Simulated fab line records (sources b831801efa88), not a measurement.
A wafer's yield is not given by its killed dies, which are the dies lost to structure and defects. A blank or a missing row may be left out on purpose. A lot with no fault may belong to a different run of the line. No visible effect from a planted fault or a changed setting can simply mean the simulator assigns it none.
Chamber matching | flow sky130 | 3 sister chambers for SKY_CONTACT_CVD_00 on pecvd-04
The step deposits Si3N4, target thk 75 nm. 20 wafers are shown with their chamber, then 10 later ones without.

== WAFERS, EACH WITH ITS CHAMBER ==
wafer  | chamber | heater-power-w (W) | rf-fwd-power-W (W) | susceptor-temp-C (C)
L074.1 | 1       | 637                | 447.1              | 400.04
L074.4 | 0       | 798                | 444.9              | 400.25
L074.6 | 2       | 674                | 444.5              | 400.38
L075.3 | 2       | 645                | 441.7              | 400.23
L075.5 | 0       | 785                | 446.7              | 399.70
L075.6 | 1       | 617                | 447.1              | 399.50
L079.1 | 0       | 752                | 445.3              | 399.81
L079.3 | 1       | 573                | 446.8              | 400.11
L079.4 | 1       | 587                | 446.7              | 400.28
L083.1 | 1       | 529                | 447.2              | 400.06
L083.3 | 0       | 792                | 446.6              | 400.38
L083.6 | 0       | 792                | 441.7              | 400.15
L086.2 | 2       | 666                | 442.9              | 400.08
L086.3 | 0       | 801                | 445.9              | 400.11
L086.5 | 1       | 663                | 444.8              | 400.23
L088.1 | 0       | 809                | 445.2              | 400.11
L088.3 | 1       | 616                | 444.5              | 400.00
L088.4 | 0       | 796                | 447.0              | 400.34
L090.4 | 2       | 644                | 443.7              | 400.17
L090.5 | 0       | 827                | 446.7              | 400.05

SIGNATURES, as means of the wafers listed above
reading          | chamber 0 | chamber 1 | chamber 2 | scatter within a chamber
heater-power-w   | 794.67    | 603.14    | 657.25    | 30.4
rf-fwd-power-W   | 445.556   | 446.314   | 443.200   | 1.41
susceptor-temp-C | 400.1000  | 400.0314  | 400.2150  | 0.223
Rule: a wafer's distance from a chamber is the root of the sum, over the readings, of the square of ((its reading less the chamber's mean) divided by the reading's scatter). The wafer belongs to the nearest chamber; if the next one is less than 2 further off, it can't be placed. The scatter is the square root of a quotient: the sum, over the shown wafers, of each reading's squared deviation from its chamber's mean, divided by wafers minus chambers.

== WAFERS MISSING THEIR CHAMBER ==
wafer  | heater-power-w (W) | rf-fwd-power-W (W) | susceptor-temp-C (C)
L090.6 | 632                | 445.9              | 400.24
L093.1 | 739                | 446.3              | 400.28
L093.5 | 657                | 446.4              | 400.13
L093.6 | 761                | 448.0              | 400.15
L094.1 | 736                | 447.4              | 400.00
L094.2 | 626                | 443.7              | 400.35
L094.5 | 769                | 444.8              | 399.67
L095.2 | 666                | 445.5              | 400.09
L095.3 | 791                | 447.1              | 400.27
L095.4 | 674                | 442.7              | 399.76

== CHAMBER TAKEN BY EACH ==
wafer  | from the rows above     | in truth
L090.6 | can't be placed: 1 or 2 | 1
L093.1 | can't be placed: 0 or 2 | 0
L093.5 | can't be placed: 1 or 2 | 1
L093.6 | 0                       | 0
L094.1 | can't be placed: 0 or 2 | 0
L094.2 | can't be placed: 2 or 1 | 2
L094.5 | 0                       | 0
L095.2 | can't be placed: 2 or 1 | 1
L095.3 | 0                       | 0
L095.4 | can't be placed: 2 or 1 | 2
Placed correctly: 3 of 10. From these rows, 7 cannot be placed; in 7 the true chamber is one of the candidates. Placed wrongly: 0.
